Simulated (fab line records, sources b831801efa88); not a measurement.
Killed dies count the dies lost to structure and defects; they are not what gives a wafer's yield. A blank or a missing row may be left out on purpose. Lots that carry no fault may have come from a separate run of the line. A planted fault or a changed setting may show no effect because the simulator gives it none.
fab line records    flow sky130    part 2 of 2: steps 24 to 34 of 34
record: lots: 5  wafers: 15  last-day: 49
route steps=708 shown SD_P@330 RES_XHIGH@332 SD_N@342 SALICIDE@361 LI_CONTACT@362
lots that met no fault: taken from a fault-free run of the same line
start-h: the number of hours between the record's first day and the start of the first shown wafer of the lot    wait-h: how many hours have passed since the lot's step before this one    " the same as in the row above    L1.1+2: one row covering several wafers at once    - no value, or no start was given    * or withheld: withheld    < > ~ a bound
route shown NAME@n: names a module that has steps shown in the file, with the first one's number in the route    usual: mean/standard deviation of fault-free wafers    same: alike in all rows    chamber/n: place in a boat    sites: the reading at each site    _std_site: how widely they spread, as a standard deviation    _edge_site: mean of outer sites minus mean of inner sites    radius-mm: for every site, how far away it sits from the centre of the wafer    mask NAME#n: copy n    behind: the tool/chamber that last shaped the wafer    hold: reason for holding the lot/hours on hold/outcome of the hold    device: whichever transistor did not switch (one of n, p or np)    end of line: the same wafers' tests at the end of the route    a step with no rows: only its recipe    killed: dies lost to structure and defects at the first sort, not the wafer's yield    map: per-die view of a wafer (x killed, . not killed, _ where there is no die)
set.NAME: the setting as run; set.NAME@STEP: as run at that earlier step    model.NAME: the simulator's own value behind a step, which no gauge read
lots at selected steps of the route; one table per step, one row per wafer
services: from which hour (start-h, from the record's first day; less than 0 if before it) a tool's chamber was out of use, for how many hours, and why
== steps ==
step: SKY_SD_N_STRIP_11
recipe: chemistry: O2/N2  power-w: 1400  pressure-mtorr: 1500  platen-temp-c: withheld  o2-flow-sccm: 3000  n2-flow-sccm: 300  overash-fraction: 0.5
usual: drypump-motor-current-A: 6.0/0.74  oes-product-au: 0.528/0.0048  strip-time-to-endpoint-s: 22.57/0.042
lot.wafer  tool             chamber  start-h  wait-h  drypump-motor-current-A  oes-product-au  rf-hours-counter-h  strip-time-to-endpoint-s
L079.2     plasma-asher-03  1        694.85   0.1     6.7                      0.530           102                 22.59
L079.3     "                1        "        "       6.7                      0.534           -                   22.60
L079.5     "                0        "        "       6.5                      0.536           -                   22.59
L082.4     plasma-asher-02  1        718.46   0.1     5.0                      0.525           -                   22.52
L082.5     "                0        "        "       4.8                      0.537           -                   22.55
L082.6     "                1        "        "       5.1                      0.526           -                   22.59
L087.1     plasma-asher-03  0        755.45   0.1     6.5                      0.532           1                   22.53
L087.4     "                0        "        "       6.5                      0.529           -                   22.48
L087.6     "                0        "        "       6.5                      0.533           -                   22.50
L092.2     plasma-asher-03  0        793.54   0.2     6.4                      0.521           5                   22.54
L092.3     "                0        "        "       6.4                      0.519           -                   22.52
L092.4     "                1        "        "       6.7                      0.534           -                   22.54
L093.1     plasma-asher-02  1        798.35   0.1     5.1                      0.533           97                  22.47
L093.4     "                0        "        "       4.8                      0.519           -                   22.47
L093.6     "                0        "        "       4.8                      0.524           -                   22.51
step: SKY_SD_N_TW_MEAS_12
usual: SD_N_TW: 3958/42
lot.wafer  tool           chamber  start-h  wait-h  SD_N_TW
L079.2     film-metro-03  -        694.96   0.1     3923
L079.3     "              -        "        "       3915
L079.5     "              -        "        "       3919
L082.4     film-metro-04  -        718.56   0.1     3948
L082.5     "              -        "        "       3952
L082.6     "              -        "        "       3942
L087.1     film-metro-03  -        755.55   0.1     3950
L087.4     "              -        "        "       3950
L087.6     "              -        "        "       3954
L092.2     film-metro-03  -        793.65   0.1     3914
L092.3     "              -        "        "       3918
L092.4     "              -        "        "       3933
L093.1     film-metro-04  -        798.45   0.1     3950
L093.4     "              -        "        "       3944
L093.6     "              -        "        "       3954
step: SKY_SD_N_CLEAN_13
recipe: chemistry: SC1/SC2  mix: 1:4:20  temp-c: 70  time-s: 150  dry: n2-spin
lot.wafer   tool          chamber  start-h  wait-h
L079.2+3+5  wet-bench-01  1        695.01   0.0
L082.4+5+6  wet-bench-04  3        718.59   0.0
L087.1+4+6  wet-bench-03  1        755.61   0.1
L092.2+3+4  wet-bench-04  1        793.70   0.0
L093.1+4+6  wet-bench-03  3        798.51   0.1
step: SKY_SD_N_RTA_14
recipe: temp-c: 1075  time-s: 2  idle-temp-c: 650  ramp-up-c-per-s: 150  ramp-down-c-per-s: 90  ambient: N2
usual: lamp-power-pct: 15.72/0.056  ramp-down-c-per-s: 89.998/0.017  wafer_temp_C_max: 1078.1/1.3
lot.wafer  tool           chamber  start-h  wait-h  lamp-power-pct  ramp-down-c-per-s  wafer_temp_C_max
L079.2     rtp-anneal-02  0        695.06   0.0     15.73           89.961             1077.6
L079.3     "              0        "        "       15.71           89.971             1077.3
L079.5     "              0        "        "       15.76           89.993             1077.7
L082.4     rtp-anneal-01  0        718.68   0.0     15.73           90.016             1078.9
L082.5     "              0        "        "       15.71           89.942             1079.6
L082.6     "              0        "        "       15.79           89.997             1078.6
L087.1     rtp-anneal-02  0        755.66   0.0     15.68           90.017             1077.5
L087.4     "              0        "        "       15.68           89.992             1079.4
L087.6     "              0        "        "       15.66           89.985             1076.5
L092.2     rtp-anneal-01  0        793.76   0.0     15.72           90.000             1077.5
L092.3     "              0        "        "       15.78           90.028             1079.6
L092.4     "              0        "        "       15.69           90.043             1078.4
L093.1     rtp-anneal-02  0        798.56   0.0     15.72           89.997             1079.5
L093.4     "              0        "        "       15.70           90.001             1078.0
L093.6     "              0        "        "       15.86           89.990             1078.0
step: SKY_SD_N_RS_MEAS_16
recipe: thk-meas-gauge: four-point-probe
usual: SD_N_RS: 68.53/0.15
lot.wafer  tool           chamber  start-h  wait-h  SD_N_RS[ohm/sq]
L079.2     film-metro-01  -        695.25   0.1     68.64
L079.3     "              -        "        "       68.59
L079.5     "              -        "        "       68.62
L082.4     film-metro-03  -        718.89   0.1     68.51
L082.5     "              -        "        "       68.37
L082.6     "              -        "        "       68.46
L087.1     film-metro-04  -        755.83   0.1     68.66
L087.4     "              -        "        "       68.73
L087.6     "              -        "        "       68.63
L092.2     film-metro-01  -        793.94   0.1     68.54
L092.3     "              -        "        "       68.47
L092.4     "              -        "        "       68.52
L093.1     film-metro-03  -        798.73   0.1     68.33
L093.4     "              -        "        "       68.33
L093.6     "              -        "        "       68.40
step: SKY_SD_N_RS_MEAS_17
recipe: thk-meas-gauge: four-point-probe
usual: SD_P_RS: 147.0/0.45
lot.wafer  tool           chamber  start-h  wait-h  SD_P_RS[ohm/sq]
L079.2     film-metro-01  -        695.37   0.1     147.1
L079.3     "              -        "        "       147.0
L079.5     "              -        "        "       147.3
L082.4     film-metro-03  -        719.01   0.1     147.0
L082.5     "              -        "        "       146.8
L082.6     "              -        "        "       147.3
L087.1     film-metro-04  -        755.95   0.1     147.5
L087.4     "              -        "        "       147.5
L087.6     "              -        "        "       147.6
L092.2     film-metro-01  -        794.06   0.1     146.8
L092.3     "              -        "        "       146.9
L092.4     "              -        "        "       146.8
L093.1     film-metro-03  -        798.85   0.1     146.3
L093.4     "              -        "        "       146.2
L093.6     "              -        "        "       146.5
step: SKY_SD_N_RS_MEAS_18
recipe: thk-meas-gauge: four-point-probe
usual: RES_XHIGH_RS: 333.3/1
lot.wafer  tool           chamber  start-h  wait-h  RES_XHIGH_RS[ohm/sq]
L079.2     film-metro-01  -        695.49   0.1     333.5
L079.3     "              -        "        "       332.6
L079.5     "              -        "        "       335.5
L082.4     film-metro-03  -        719.13   0.1     332.4
L082.5     "              -        "        "       333.4
L082.6     "              -        "        "       333.0
L087.1     film-metro-04  -        756.07   0.1     334.7
L087.4     "              -        "        "       336.0
L087.6     "              -        "        "       335.2
L092.2     film-metro-01  -        794.18   0.1     332.7
L092.3     "              -        "        "       332.8
L092.4     "              -        "        "       333.7
L093.1     film-metro-03  -        798.97   0.1     332.1
L093.4     "              -        "        "       333.3
L093.6     "              -        "        "       333.7
step: SKY_SALICIDE_CLEAN_00
recipe: chemistry: HF-last  time-s: 30  dilution: 100:1  dry: ipa-marangoni
lot.wafer   tool          chamber  start-h  wait-h
L079.2+3+5  wet-bench-01  3        695.59   0.1
L082.4+5+6  wet-bench-02  1        719.19   0.0
L087.1+4+6  wet-bench-01  2        756.19   0.1
L092.2+3+4  wet-bench-02  2        794.28   0.1
L093.1+4+6  wet-bench-02  0        799.09   0.1
step: SKY_LI_CONTACT_HDPCVD_00
recipe: material: PSG  target-thk-nm: 930  sigma-open-frac: 0.3  time-s: 155  temp-c: 600  sih4-flow-sccm: 60  pressure-mtorr: 6
lot.wafer   tool       chamber  start-h  wait-h
L079.2+3+5  hdpcvd-02  0,1,0    695.61   0.0
L082.4+5+6  hdpcvd-01  1,2,0    719.26   0.1
L087.1+4+6  hdpcvd-02  2,0,2    756.21   0.0
L092.2+3+4  hdpcvd-01  0,2,2    794.30   0.0
L093.1+4+6  hdpcvd-01  0,2,1    799.11   0.0
step: SKY_LI_CONTACT_THK_MEAS_01
recipe: reads: PSG_of_LI_CONTACT_HDPCVD_00
usual: LI_CONTACT_HDPCVD_THK: 931/13
lot.wafer  tool           chamber  start-h  wait-h  LI_CONTACT_HDPCVD_THK[nm]
L079.2     film-metro-04  -        695.72   0.1     934
L079.3     "              -        "        "       930
L079.5     "              -        "        "       939
L082.4     film-metro-04  -        719.34   0.0     926
L082.5     "              -        "        "       911
L082.6     "              -        "        "       899
L087.1     film-metro-01  -        756.31   0.1     922
L087.4     "              -        "        "       934
L087.6     "              -        "        "       931
L092.2     film-metro-04  -        794.41   0.1     919
L092.3     "              -        "        "       923
L092.4     "              -        "        "       903
L093.1     film-metro-03  -        799.21   0.1     918
L093.4     "              -        "        "       914
L093.6     "              -        "        "       922
step: SKY_LI_CONTACT_CMP_02
recipe: material: PSG  down-force-psi: 4  platen-rpm: 60  pad-velocity-m-s: 0.94248
usual: motor-current-A: 11.8/1.3  time-to-endpoint-s: 33/3.6
lot.wafer  tool    chamber  start-h  wait-h  motor-current-A  time-to-endpoint-s
L079.2     cmp-01  1        695.77   0.0     13.0             30
L079.3     "       3        "        "       11.1             32
L079.5     "       1        "        "       12.7             26
L082.4     cmp-01  0        719.52   0.2     11.0             29
L082.5     "       1        "        "       13.1             25
L082.6     "       2        "        "       12.2             30
L087.4     cmp-02  1        756.42   0.1     13.0             36
L087.1     "       2        "        "       14.0             34
L087.6     "       1        "        "       12.4             39
L092.3     cmp-01  1        794.51   0.1     12.6             27
L092.2     "       3        "        "       10.8             29
L092.4     "       0        "        "       10.7             28
L093.4     cmp-01  3        799.44   0.2     11.0             34
L093.1     "       0        "        "       10.9             28
L093.6     "       1        "        "       13.1             27
== services ==
tool              chamber  start-h  hours  kind
cmp-01            -        622.35   1.0    repair
iline-stepper-02  -        634.83   2.1    pm
hdpcvd-02         -        650.75   15.0   pm
rtp-anneal-02     -        663.35   2.7    pm
hdpcvd-02         -        664.77   0.3    repair
iline-stepper-01  -        667.98   2.5    repair
hdpcvd-02         -        674.53   1.4    repair
plasma-asher-04   -        676.69   28.1   pm
plasma-asher-02   -        678.05   23.5   repair
iline-stepper-01  -        678.52   1.7    pm
cmp-01            -        688.33   5.2    repair
plasma-asher-02   -        701.50   2.8    pm
hdpcvd-02         -        720.37   0.2    repair
plasma-asher-01   -        721.63   1.6    repair
rtp-anneal-02     -        724.12   0.9    pm
iline-stepper-01  -        727.77   7.8    repair
plasma-asher-03   -        733.75   9.0    pm
cmp-01            -        745.77   4.0    pm
implanter-04      -        750.00   3.3    pm
implanter-01      -        755.64   2.4    repair
iline-stepper-02  -        756.53   4.4    pm
plasma-asher-02   -        788.47   6.8    repair
cmp-01            -        797.44   0.8    repair
implanter-01      -        799.19   1.5    repair
